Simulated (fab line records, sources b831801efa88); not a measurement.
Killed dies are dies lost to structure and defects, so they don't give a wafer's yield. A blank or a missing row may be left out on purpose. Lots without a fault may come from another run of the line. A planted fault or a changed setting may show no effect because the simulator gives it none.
fab line records | flow sky130
record lots=11 wafers=33 last_day=50
route steps=708 shown METAL1@453 METAL5@662 PASSIVATION@682 PAD_OPEN@708
lots that met no fault: from a run of the same line without faults
start_h: hours from the record's first day to the start of the lot's first wafer shown | wait_h: hours since the lot's step before | " the same as in the row above | L1.1+2: a row that stands for several wafers | - no value, or no start given | * or withheld: withheld | < > ~ a bound
route shown NAME@n: a module of which the file shows steps, and the number in the route of the first | usual: mean/standard deviation of fault-free wafers | same: alike in all rows | chamber/n: place in a boat | sites: the reading at each site | _std_site: their standard deviation | _edge_site: outer sites' mean less inner sites' | radius_mm: how far each site lies from the wafer's centre | mask NAME#n: copy n | behind: the tool/chamber that last shaped the wafer | hold: why the lot was held/for how many hours/how that ended | device: the transistor (n, p or np) that didn't switch | end of line: the same wafers' tests at the end of the route | a step without rows: its recipe alone | killed: dies lost to structure and defects at the first sort, not the wafer's yield | map: a wafer's dies, x killed, . not, _ none there
set.NAME: the setting as run; set.NAME@STEP: as run at that earlier step | model.NAME: the simulator's own value behind a step, which no gauge read
steps of the route over a sample of lots; a table a step, a row a wafer
services: from which hour (start_h, from the record's first day; less than 0 if before it) a tool's chamber was out of use, for how many hours, and why
## steps
# step SKY_METAL1_METAL_ETCH_19
# recipe target_depth_a=3600 stop_on=SiO2 over_etch_frac=0.3 time_s=78 chemistry=Cl2/BCl3 resist_sidewall_deg=88 pressure_mtorr=10 icp_w=900 bias_w=48.5 Cl2_flow_sccm=60 bcl3_flow_sccm=30
# usual drypump_motor_current_A=5.9/0.48 oes_product_au=0.854/0.0063 rf_fwd_power_W=893/3.4 throttle_valve_pct=22.265/0.0089
# same over_etch_frac=0.3
# columns lot.wafer tool chamber start_h wait_h drypump_motor_current_A oes_product_au rf_fwd_power_W rf_hours_counter_h throttle_valve_pct
L969.1 rie_metal-02 0 751.74 0.0 5.5 0.848 899 4 22.263
L969.2 " 1 " " 6.2 0.845 890 12 22.275
L969.4 " 0 " " 5.5 0.852 894 - 22.259
L970.2 rie_metal-04 0 753.99 0.0 5.1 0.866 890 6 22.247
L970.4 " 1 " " 6.2 0.870 889 - 22.274
L970.5 " 0 " " 5.1 0.845 894 - 22.271
L971.1 rie_metal-03 0 779.31 0.0 6.5 0.850 893 1 22.267
L971.5 " 1 " " 6.0 0.850 893 - 22.263
L971.6 " 0 " " 6.5 0.866 891 - 22.267
L972.4 rie_metal-04 0 793.58 0.1 5.1 0.852 895 - 22.256
L972.5 " 1 " " 6.2 0.845 895 - 22.259
L972.6 " 0 " " 5.1 0.847 889 - 22.258
L974.1 rie_metal-04 1 827.53 0.0 6.2 0.859 895 14 22.259
L974.3 " 0 " " 5.1 0.849 890 - 22.258
L974.6 " 0 " " 5.1 0.859 892 - 22.267
L975.1 rie_metal-03 0 835.95 0.0 6.5 0.856 897 2 22.280
L975.4 " 1 " " 6.0 0.856 895 - 22.265
L975.6 " 0 " " 6.5 0.850 894 - 22.270
L976.2 rie_metal-03 1 844.92 0.0 6.0 0.853 892 16 22.260
L976.3 " 1 " " 6.0 0.843 897 - 22.255
L976.5 " 0 " " 6.5 0.857 891 - 22.276
L978.1 rie_metal-04 0 845.98 0.0 5.1 0.857 892 9 22.261
L978.2 " 1 " " 6.2 0.849 897 15 22.237
L978.5 " 0 " " 5.1 0.852 891 - 22.255
L985.1 rie_metal-03 1 896.66 0.0 6.0 0.860 895 1 22.265
L985.2 " 0 " " 6.5 0.857 896 5 22.262
L985.3 " 1 " " 6.0 0.860 894 - 22.273
L986.1 rie_metal-03 0 911.20 0.0 6.5 0.856 894 6 22.266
L986.3 " 1 " " 6.0 0.860 891 - 22.260
L986.6 " 0 " " 6.5 0.855 894 - 22.267
L992.1 rie_metal-04 0 936.28 0.0 5.0 0.849 891 14 22.275
L992.3 " 0 " " 5.0 0.850 894 - 22.263
L992.6 " 0 " " 5.1 0.847 895 - 22.254
# step SKY_METAL5_SPUTTER_01
# recipe material=TiN target_thk_nm=20 power_w=6500 time_s=16.7 chamber_pressure_pa=0.4
# usual cathode_dc_power_W=6500.1/1.1 throttle_valve_pct=29.7/0.81
# columns lot.wafer tool chamber start_h wait_h cathode_dc_power_W throttle_valve_pct
L969.1 pvd_sputter-02 - 992.80 0.0 6499.3 29.5
L969.2 " - " " 6500.5 28.9
L969.4 " - " " 6498.9 30.9
L970.2 pvd_sputter-03 - 996.41 0.0 6500.1 30.0
L970.4 " - " " 6499.9 30.5
L970.5 " - " " 6499.4 29.8
L971.1 pvd_sputter-01 - 1018.41 0.0 6500.4 29.1
L971.5 " - " " 6502.2 30.4
L971.6 " - " " 6500.4 30.8
L972.4 pvd_sputter-02 - 1030.01 0.0 6502.0 29.9
L972.5 " - " " 6499.6 28.7
L972.6 " - " " 6500.1 30.7
L974.1 pvd_sputter-03 - 1060.15 0.0 6499.2 30.7
L974.3 " - " " 6499.0 30.0
L974.6 " - " " 6499.6 30.0
L975.1 pvd_sputter-03 - 1064.75 0.0 6499.1 29.4
L975.4 " - " " 6502.8 29.4
L975.6 " - " " 6500.4 29.3
L976.2 pvd_sputter-03 - 1076.52 0.0 6502.8 29.5
L976.3 " - " " 6501.4 30.2
L976.5 " - " " 6499.3 30.0
L978.1 pvd_sputter-01 - 1076.52 0.0 6499.2 28.3
L978.2 " - " " 6500.9 30.8
L978.5 " - " " 6503.6 28.1
L985.1 pvd_sputter-02 - 1115.66 0.0 6502.6 28.6
L985.2 " - " " 6500.8 30.1
L985.3 " - " " 6499.5 29.5
L986.1 pvd_sputter-02 - 1126.95 0.0 6499.8 29.7
L986.3 " - " " 6498.7 30.0
L986.6 " - " " 6500.6 30.0
L992.1 pvd_sputter-01 - 1147.92 0.0 6499.9 30.2
L992.3 " - " " 6498.6 29.1
L992.6 " - " " 6500.8 31.0
# step SKY_METAL5_DESCUM_14
# recipe chemistry=O2 source_power_w=150 bias_power_w=0 pressure_mtorr=10 temp_c=40 time_s=11
# usual drypump_motor_current_A=5.9/0.48 oes_product_au=1.002/0.009 rf_fwd_power_W=147.0/0.77
# columns lot.wafer tool chamber start_h wait_h drypump_motor_current_A oes_product_au rf_fwd_power_W rf_hours_counter_h
L969.1 rie_metal-01 1 1014.20 0.1 5.8 0.987 147.5 7
L969.2 " 0 " " 4.9 1.000 149.1 19
L969.4 " 0 " " 4.9 0.982 148.8 -
L970.2 rie_metal-02 0 1017.96 0.1 5.5 1.011 146.2 15
L970.4 " 1 " " 6.2 1.002 146.6 -
L970.5 " 0 " " 5.5 1.005 146.6 -
L971.1 rie_metal-02 1 1040.46 0.1 6.2 0.998 146.8 8
L971.5 " 1 " " 6.2 1.000 147.3 -
L971.6 " 0 " " 5.5 1.008 147.0 -
L972.4 rie_metal-03 0 1051.25 0.1 6.5 1.007 146.9 -
L972.5 " 1 " " 6.0 0.984 146.7 -
L972.6 " 0 " " 6.5 1.009 147.1 -
L974.1 rie_metal-01 1 1079.95 0.1 5.8 1.010 146.7 12
L974.3 " 1 " " 5.8 1.011 146.7 -
L974.6 " 0 " " 4.9 1.010 148.5 -
L975.1 rie_metal-03 1 1085.30 0.1 6.0 1.000 147.6 11
L975.4 " 1 " " 6.0 1.002 147.8 -
L975.6 " 1 " " 6.0 0.998 147.5 -
L976.2 rie_metal-02 0 1095.95 0.1 5.5 1.022 146.6 19
L976.3 " 0 " " 5.5 1.017 146.9 -
L976.5 " 1 " " 6.2 1.002 146.3 -
L978.1 rie_metal-03 1 1096.60 0.1 6.0 0.988 146.8 12
L978.2 " 0 " " 6.5 1.010 146.3 15
L978.5 " 1 " " 6.0 0.991 147.1 -
L985.1 rie_metal-01 1 1134.90 0.1 5.8 0.994 148.4 17
L985.2 " 0 " " 4.9 1.007 148.1 28
L985.3 " 1 " " 5.8 0.999 147.6 -
L986.1 rie_metal-03 0 1146.36 0.1 6.5 1.003 146.6 20
L986.3 " 1 " " 6.0 0.986 147.2 -
L986.6 " 1 " " 6.0 0.989 147.6 -
L992.1 rie_metal-02 1 1165.75 0.1 6.2 1.000 146.3 17
L992.3 " 0 " " 5.5 1.010 147.2 -
L992.6 " 0 " " 5.5 1.008 147.0 -
# step SKY_PASSIVATION_THK_MEAS_01
# recipe reads=SiO2_of_PASSIVATION_CVD_00
# usual PASSIVATION_CVD_00_THK=90.3/1.1
# columns lot.wafer tool chamber start_h wait_h PASSIVATION_CVD_00_THK[nm]
L969.1 film_metro-01 - 1015.22 - 88.9
L969.2 " - " " 89.3
L969.4 " - " " 90.9
L970.2 film_metro-02 - 1018.86 - 90.9
L970.4 " - " " 91.3
L970.5 " - " " 90.8
L971.1 film_metro-03 - 1041.37 - 88.1
L971.5 " - " " 90.2
L971.6 " - " " 88.9
L972.4 film_metro-03 - 1052.22 - 92.1
L972.5 " - " " 90.9
L972.6 " - " " 92.4
L974.1 film_metro-02 - 1080.83 - 88.2
L974.3 " - " " 89.9
L974.6 " - " " 90.7
L975.1 film_metro-01 - 1086.45 - 90.2
L975.4 " - " " 91.3
L975.6 " - " " 92.1
L976.2 film_metro-01 - 1096.88 - 89.8
L976.3 " - " " 90.3
L976.5 " - " " 92.3
L978.1 film_metro-01 - 1097.52 - 89.7
L978.2 " - " " 89.7
L978.5 " - " " 91.2
L985.1 film_metro-03 - 1135.82 - 89.2
L985.2 " - " " 88.9
L985.3 " - " " 90.7
L986.1 film_metro-01 - 1147.65 - 89.6
L986.3 " - " " 89.3
L986.6 " - " " 91.9
L992.1 film_metro-02 - 1166.67 - 88.7
L992.3 " - " " 89.6
L992.6 " - " " 89.8
# step SKY_PAD_OPEN_PROBE_99
# usual defect_limited_yield=82.5/1.9 killed_at_M0_to_M3=42/6.4 killed_at_M4_up=2.9/1.7 killed_at_contacts=25/5.2 killed_at_front_end=16/4.4 killed_at_other=0.4/0.65 killed_dies=86/9.2 killed_open=47/6.6 killed_short=39/5.8 sort_bin_3_pad_short=0.9/0.42 sort_bin_5_function=10.4/1.5 sort_bin_6_memory=6.3/1 sort_n_pass=406/9.2 sort_yield_pct=82.5/1.9
# same gross_dies=492 killed_at_back_side=0 sort_bin_4_leakage[%]=0 sort_bin_8_speed[%]=0
# columns lot.wafer tool chamber start_h wait_h defect_limited_yield[%] killed_at_M0_to_M3 killed_at_M4_up killed_at_contacts killed_at_front_end killed_at_other killed_dies killed_open killed_short sort_bin_3_pad_short[%] sort_bin_5_function[%] sort_bin_6_memory[%] sort_n_pass sort_yield_pct[%]
L969.1 prober-02 - 1060.67 0.1 79.3 51 2 24 24 1 102 51 51 0.6 12.4 7.7 390 79.3
L969.2 prober-02 - 1060.72 0.1 81.3 49 4 18 19 2 92 53 37 0.6 12.6 5.5 400 81.3
L969.4 prober-02 - 1060.82 0.2 81.7 45 1 33 10 1 90 54 35 1.2 10.2 6.9 402 81.7
L970.2 prober-01 - 1064.26 0.1 84.6 46 3 20 7 0 76 41 34 0 10.2 5.3 416 84.6
L970.4 prober-01 - 1064.36 0.2 80.3 48 4 28 17 0 97 51 45 0.6 11.4 7.7 395 80.3
L970.5 prober-01 - 1064.41 0.2 83.9 43 1 19 14 2 79 32 44 1.8 9.6 4.7 413 83.9
L971.1 prober-02 - 1082.96 0.1 81.3 48 6 20 18 0 92 53 39 0.6 12.4 5.7 400 81.3
L971.5 prober-02 - 1083.16 0.2 80.9 50 2 19 23 0 94 52 40 0.8 13.4 4.9 398 80.9
L971.6 prober-02 - 1083.21 0.2 82.1 34 5 26 23 0 88 43 45 1.0 10.0 6.9 404 82.1
L972.4 prober-01 - 1095.41 0.2 83.7 35 2 30 13 0 80 45 35 0 9.1 7.1 412 83.7
L972.5 prober-01 - 1095.46 0.2 79.9 56 2 25 16 0 99 48 51 1.8 11.0 7.3 393 79.9
L972.6 prober-01 - 1095.51 0.2 81.9 42 4 27 16 0 89 55 34 0.8 9.8 7.5 403 81.9
L974.1 prober-02 - 1124.46 0.1 80.7 48 2 27 17 1 95 44 51 1.2 11.6 6.5 397 80.7
L974.3 prober-02 - 1124.56 0.2 82.1 42 0 32 14 0 88 50 38 0.4 10.0 7.5 404 82.1
L974.6 prober-02 - 1124.71 0.2 82.5 38 3 25 20 0 86 40 46 0.8 9.6 7.1 406 82.5
L975.1 prober-01 - 1130.42 0.1 85.2 40 3 17 13 0 73 37 35 0.8 9.8 4.3 419 85.2
L975.4 prober-01 - 1130.57 0.2 80.9 43 2 28 21 0 94 54 40 1.4 12.6 5.1 398 80.9
L975.6 prober-01 - 1130.67 0.2 84.3 38 1 22 16 0 77 42 35 1.6 8.1 5.9 415 84.3
L976.2 prober-01 - 1140.99 0.1 82.3 40 5 26 16 0 87 47 40 0.2 11.8 5.7 405 82.3
L976.3 prober-01 - 1141.04 0.2 83.7 43 3 20 14 0 80 39 41 1.2 10.0 5.1 412 83.7
L976.5 prober-01 - 1141.14 0.2 83.3 40 4 21 16 1 82 40 42 1.0 8.9 6.7 410 83.3
L978.1 prober-02 - 1141.04 0.1 83.1 43 4 26 10 0 83 47 35 0.6 9.6 6.7 409 83.1
L978.2 prober-02 - 1141.09 0.1 82.7 38 1 28 18 0 85 47 38 0.4 10.2 6.7 407 82.7
L978.5 prober-02 - 1141.24 0.2 83.3 39 2 26 14 1 82 39 42 0.6 9.3 6.7 410 83.3
L985.1 prober-02 - 1173.66 0.1 70.3 103 2 30 11 0 146 47 32 5.7 15.9 8.1 346 70.3
L985.2 prober-02 - 1173.71 0.1 70.3 95 0 27 24 0 146 50 31 5.5 18.5 5.7 346 70.3
L985.3 prober-02 - 1173.76 0.2 69.9 99 1 31 16 1 148 47 34 4.9 18.5 6.7 344 69.9
L986.1 prober-02 - 1185.47 0.1 69.7 108 1 25 14 1 149 48 31 4.3 18.3 7.7 343 69.7
L986.3 prober-02 - 1185.57 0.2 72.6 96 2 19 17 1 135 32 35 4.7 15.9 6.9 357 72.6
L986.6 prober-02 - 1185.72 0.2 71.5 111 2 13 14 0 140 37 30 6.1 15.9 6.5 352 71.5
L992.1 prober-02 - 1202.01 0.1 82.3 44 2 24 17 0 87 49 38 1.2 10.0 6.5 405 82.3
L992.3 prober-02 - 1202.11 0.2 81.7 51 1 20 18 0 90 49 41 1.2 10.8 6.3 402 81.7
L992.6 prober-02 - 1202.26 0.2 81.9 35 3 29 22 0 89 51 38 1.0 10.2 6.9 403 81.9
# killed by level:class
L969.1 VIA1:geometric_particle:open=13 CONTACT:geometric_particle:open=9 FIELD_ISO:geometric_particle:open=7 METAL2:geometric_particle:short=7 POLY_GATE:geometric_particle:short=6 VIA2:geometric_particle:short=5 CONTACT:geometric_particle:short=5 METAL1:geometric_particle:short=5
L969.2 VIA1:geometric_particle:open=11 VIA2:geometric_particle:open=8 VIA3:geometric_particle:open=8 FIELD_ISO:geometric_particle:open=7 CONTACT:geometric_particle:open=7 FIELD_ISO:geometric_particle:short=4 METAL4:geometric_particle:short=4 VIA1:geometric_particle:short=4
L969.4 CONTACT:geometric_particle:open=19 VIA2:geometric_particle:open=9 VIA1:geometric_particle:open=8 METAL2:geometric_particle:short=6 LOCAL_INTERCONNECT:geometric_particle:short=5 CONTACT:geometric_particle:short=5 VIA1:geometric_particle:short=5 FIELD_ISO:geometric_particle:open=4
L970.2 VIA1:geometric_particle:open=14 CONTACT:geometric_particle:open=7 METAL1:geometric_particle:short=6 VIA2:geometric_particle:open=6 VIA2:geometric_particle:short=5 LI_CONTACT:geometric_particle:short=4 CONTACT:geometric_particle:short=4 METAL2:geometric_particle:short=4
L970.4 CONTACT:geometric_particle:open=12 METAL1:geometric_particle:short=10 VIA2:geometric_particle:open=7 VIA1:geometric_particle:open=7 METAL2:geometric_particle:short=6 VIA3:geometric_particle:open=5 POLY_GATE:geometric_particle:short=5 METAL1:geometric_particle:open=5
L970.5 METAL1:geometric_particle:short=8 VIA1:geometric_particle:open=8 CONTACT:geometric_particle:open=6 VIA3:geometric_particle:open=6 VIA2:geometric_particle:short=5 CONTACT:geometric_particle:short=5 FIELD_ISO:geometric_particle:open=4 LI_CONTACT:geometric_particle:short=4
L971.1 VIA1:geometric_particle:open=12 VIA3:geometric_particle:open=8 CONTACT:geometric_particle:open=7 POLY_GATE:geometric_particle:short=5 VIA2:geometric_particle:open=5 LI_CONTACT:geometric_particle:open=5 VIA2:geometric_particle:short=5 LI_CONTACT:geometric_particle:short=4
L971.5 VIA3:geometric_particle:open=10 VIA1:geometric_particle:open=9 CONTACT:geometric_particle:open=8 VIA2:geometric_particle:open=6 VIA3:geometric_particle:short=6 VIA1:geometric_particle:short=5 FIELD_ISO:geometric_particle:short=4 POLY_GATE:geometric_particle:open=4
L971.6 CONTACT:geometric_particle:open=10 FIELD_ISO:geometric_particle:open=8 CONTACT:geometric_particle:short=8 VIA1:geometric_particle:open=7 FIELD_ISO:geometric_particle:short=5 POLY_GATE:geometric_particle:short=5 METAL1:geometric_particle:short=5 LI_CONTACT:geometric_particle:open=5
L972.4 CONTACT:geometric_particle:open=13 VIA1:geometric_particle:open=6 LI_CONTACT:geometric_particle:open=6 METAL1:geometric_particle:short=6 FIELD_ISO:geometric_particle:open=5 METAL2:geometric_particle:short=5 VIA1:geometric_particle:short=4 LOCAL_INTERCONNECT:geometric_particle:short=4
L972.5 VIA2:geometric_particle:open=10 VIA1:geometric_particle:open=8 METAL1:geometric_particle:short=7 VIA1:geometric_particle:short=7 POLY_GATE:geometric_particle:short=7 LI_CONTACT:geometric_particle:open=7 CONTACT:geometric_particle:open=7 CONTACT:geometric_particle:short=6
L972.6 VIA1:geometric_particle:open=13 CONTACT:geometric_particle:open=11 VIA3:geometric_particle:open=8 VIA2:geometric_particle:open=7 POLY_GATE:geometric_particle:open=6 CONTACT:geometric_particle:short=5 FIELD_ISO:geometric_particle:open=4 LI_CONTACT:geometric_particle:open=4
L974.1 VIA1:geometric_particle:open=11 METAL1:geometric_particle:short=9 LI_CONTACT:geometric_particle:open=8 METAL2:geometric_particle:short=6 VIA3:geometric_particle:open=6 POLY_GATE:geometric_particle:open=5 VIA1:geometric_particle:short=5 LI_CONTACT:geometric_particle:short=5
L974.3 LI_CONTACT:geometric_particle:open=12 VIA1:geometric_particle:open=11 CONTACT:geometric_particle:short=7 CONTACT:geometric_particle:open=7 POLY_GATE:geometric_particle:open=5 VIA2:geometric_particle:open=5 LI_CONTACT:geometric_particle:short=4 METAL2:geometric_particle:short=4
L974.6 POLY_GATE:geometric_particle:open=8 VIA1:geometric_particle:open=8 CONTACT:geometric_particle:open=7 METAL2:geometric_particle:short=6 CONTACT:geometric_particle:short=6 METAL1:geometric_particle:short=6 LI_CONTACT:geometric_particle:open=4 LI_CONTACT:geometric_particle:short=4
L975.1 VIA2:geometric_particle:open=8 LI_CONTACT:geometric_particle:open=6 FIELD_ISO:geometric_particle:open=5 METAL2:geometric_particle:short=5 METAL1:geometric_particle:short=5 VIA3:geometric_particle:open=5 POLY_GATE:geometric_particle:short=4 LOCAL_INTERCONNECT:geometric_particle:short=4
L975.4 CONTACT:geometric_particle:open=11 LI_CONTACT:geometric_particle:open=8 METAL1:geometric_particle:short=8 VIA1:geometric_particle:open=7 VIA3:geometric_particle:open=7 VIA2:geometric_particle:open=6 FIELD_ISO:geometric_particle:short=5 POLY_GATE:geometric_particle:short=5
L975.6 CONTACT:geometric_particle:open=11 VIA1:geometric_particle:open=10 POLY_GATE:geometric_particle:short=5 LI_CONTACT:geometric_particle:open=5 METAL2:geometric_particle:short=5 FIELD_ISO:geometric_particle:open=4 FIELD_ISO:geometric_particle:short=4 METAL1:geometric_particle:short=4
L976.2 CONTACT:geometric_particle:short=11 VIA1:geometric_particle:open=11 VIA3:geometric_particle:open=7 LI_CONTACT:geometric_particle:open=6 CONTACT:geometric_particle:open=5 VIA3:geometric_particle:short=5 FIELD_ISO:geometric_particle:short=4 FIELD_ISO:geometric_particle:open=4
L978.1 CONTACT:geometric_particle:open=9 VIA2:geometric_particle:open=8 LI_CONTACT:geometric_particle:open=7 METAL1:geometric_particle:short=6 VIA1:geometric_particle:open=5 METAL3:geometric_particle:short=5 VIA3:geometric_particle:open=5 LOCAL_INTERCONNECT:geometric_particle:short=4
L976.3 VIA1:geometric_particle:open=9 METAL1:geometric_particle:short=6 CONTACT:geometric_particle:open=6 VIA2:geometric_particle:open=6 LOCAL_INTERCONNECT:geometric_particle:short=5 METAL2:geometric_particle:short=5 POLY_GATE:geometric_particle:open=4 LI_CONTACT:geometric_particle:open=4
L978.2 FIELD_ISO:geometric_particle:short=8 LI_CONTACT:geometric_particle:open=8 CONTACT:geometric_particle:open=7 VIA3:geometric_particle:open=7 VIA1:geometric_particle:open=6 FIELD_ISO:geometric_particle:open=5 CONTACT:geometric_particle:short=5 METAL1:geometric_particle:short=5
L976.5 VIA1:geometric_particle:open=12 CONTACT:geometric_particle:open=8 VIA1:geometric_particle:short=7 CONTACT:geometric_particle:short=5 VIA2:geometric_particle:open=5 METAL2:geometric_particle:short=5 FIELD_ISO:geometric_particle:open=4 POLY_GATE:geometric_particle:short=4
L978.5 CONTACT:geometric_particle:open=13 METAL1:geometric_particle:short=7 LI_CONTACT:geometric_particle:open=6 METAL2:geometric_particle:short=6 POLY_GATE:geometric_particle:short=5 VIA2:geometric_particle:open=5 VIA3:geometric_particle:open=5 FIELD_ISO:geometric_particle:open=4
L985.1 METAL1:unspecified=67 LI_CONTACT:geometric_particle:open=9 VIA1:geometric_particle:open=8 VIA2:geometric_particle:open=8 LOCAL_INTERCONNECT:geometric_particle:short=6 CONTACT:geometric_particle:open=6 VIA3:geometric_particle:open=4 CONTACT:geometric_particle:short=4
L985.2 METAL1:unspecified=65 CONTACT:geometric_particle:open=10 VIA1:geometric_particle:open=10 LOCAL_INTERCONNECT:geometric_particle:open=6 FIELD_ISO:geometric_particle:open=5 POLY_GATE:geometric_particle:short=5 POLY_GATE:geometric_particle:open=5 METAL2:geometric_particle:short=5
L985.3 METAL1:unspecified=67 CONTACT:geometric_particle:open=12 VIA1:geometric_particle:open=9 CONTACT:geometric_particle:short=6 VIA3:geometric_particle:open=6 LI_CONTACT:geometric_particle:open=5 FIELD_ISO:geometric_particle:short=4 LOCAL_INTERCONNECT:geometric_particle:short=4
L986.1 METAL1:unspecified=70 CONTACT:geometric_particle:open=10 VIA1:geometric_particle:open=10 LI_CONTACT:geometric_particle:open=6 VIA2:geometric_particle:open=6 CONTACT:geometric_particle:short=5 VIA3:geometric_particle:open=4 POLY_GATE:geometric_particle:short=4
L986.3 METAL1:unspecified=68 FIELD_ISO:geometric_particle:short=6 LI_CONTACT:geometric_particle:open=5 CONTACT:geometric_particle:open=5 VIA1:geometric_particle:open=5 METAL2:geometric_particle:short=5 FIELD_ISO:geometric_particle:open=4 CONTACT:geometric_particle:short=4
L986.6 METAL1:unspecified=72 VIA1:geometric_particle:open=8 VIA2:geometric_particle:short=5 VIA1:geometric_particle:short=5 VIA3:geometric_particle:open=5 FIELD_ISO:geometric_particle:open=4 POLY_GATE:geometric_particle:short=4 LI_CONTACT:geometric_particle:open=4
L992.1 VIA1:geometric_particle:open=10 CONTACT:geometric_particle:open=9 METAL1:geometric_particle:short=8 FIELD_ISO:geometric_particle:open=7 LI_CONTACT:geometric_particle:open=7 METAL2:geometric_particle:short=7 VIA3:geometric_particle:open=7 CONTACT:geometric_particle:short=5
L992.3 VIA1:geometric_particle:open=16 METAL1:geometric_particle:short=10 LI_CONTACT:geometric_particle:open=8 CONTACT:geometric_particle:open=7 POLY_GATE:geometric_particle:open=6 METAL2:geometric_particle:short=5 VIA2:geometric_particle:open=5 FIELD_ISO:geometric_particle:short=4
L992.6 CONTACT:geometric_particle:open=16 VIA1:geometric_particle:open=10 FIELD_ISO:geometric_particle:short=6 LI_CONTACT:geometric_particle:open=6 FIELD_ISO:geometric_particle:open=5 CONTACT:geometric_particle:short=5 METAL1:geometric_particle:short=5 METAL2:geometric_particle:short=4
## services
# columns tool chamber start_h hours kind
rie_metal-03 0 742.00 - clean
rie_metal-03 0 742.00 14.8 scheduled_down
rie_metal-03 0 742.00 14.8 vent_cycle
rie_metal-01 0 748.34 1.4 repair
pvd_sputter-01 - 757.68 1.0 repair
rie_metal-03 - 772.63 4.3 pm
rie_metal-01 1 782.91 13.0 repair
pvd_sputter-03 - 799.77 1.2 repair
rie_metal-03 1 848.47 - clean
rie_metal-03 - 862.05 0.9 repair
rie_metal-03 - 869.71 2.8 pm
rie_metal-03 - 893.56 0.4 repair
pvd_sputter-03 - 943.85 3.7 repair
pvd_sputter-02 - 962.07 5.5 repair
rie_metal-02 0 964.38 4.0 repair
pvd_sputter-01 - 978.72 24.4 repair
rie_metal-01 - 1003.60 1.4 pm
rie_metal-04 1 1017.03 24.3 repair
rie_metal-03 0 1019.29 14.3 repair
rie_metal-03 1 1039.80 2.1 repair
rie_metal-02 0 1046.01 8.6 repair
rie_metal-03 0 1079.82 9.5 repair
rie_metal-02 0 1108.31 2.3 repair
pvd_sputter-02 - 1154.77 9.4 repair
## key
first_sign step=SKY_PAD_OPEN_PROBE_99 reading=sort_bin_3_pad_short direction=up sigmas=10 usual=0.9 struck=5.2
effect step=SKY_PAD_OPEN_PROBE_99 reading=killed_at_M0_to_M3 direction=up sigmas=9.4 usual=42 struck=102
met_at SKY_METAL1_METAL_ETCH_19
struck_lots L985,L986
not_acting_at SKY_METAL5_SPUTTER_01,SKY_METAL5_DESCUM_14,SKY_PASSIVATION_THK_MEAS_01
onset_between 844.92 896.66
fault kind=chamber_particle_source tool=rie_metal-03 chamber=- onset_h=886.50 steps=SKY_METAL1_METAL_ETCH_19 rate_per_visit_cm2=2.0533 end_h=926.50
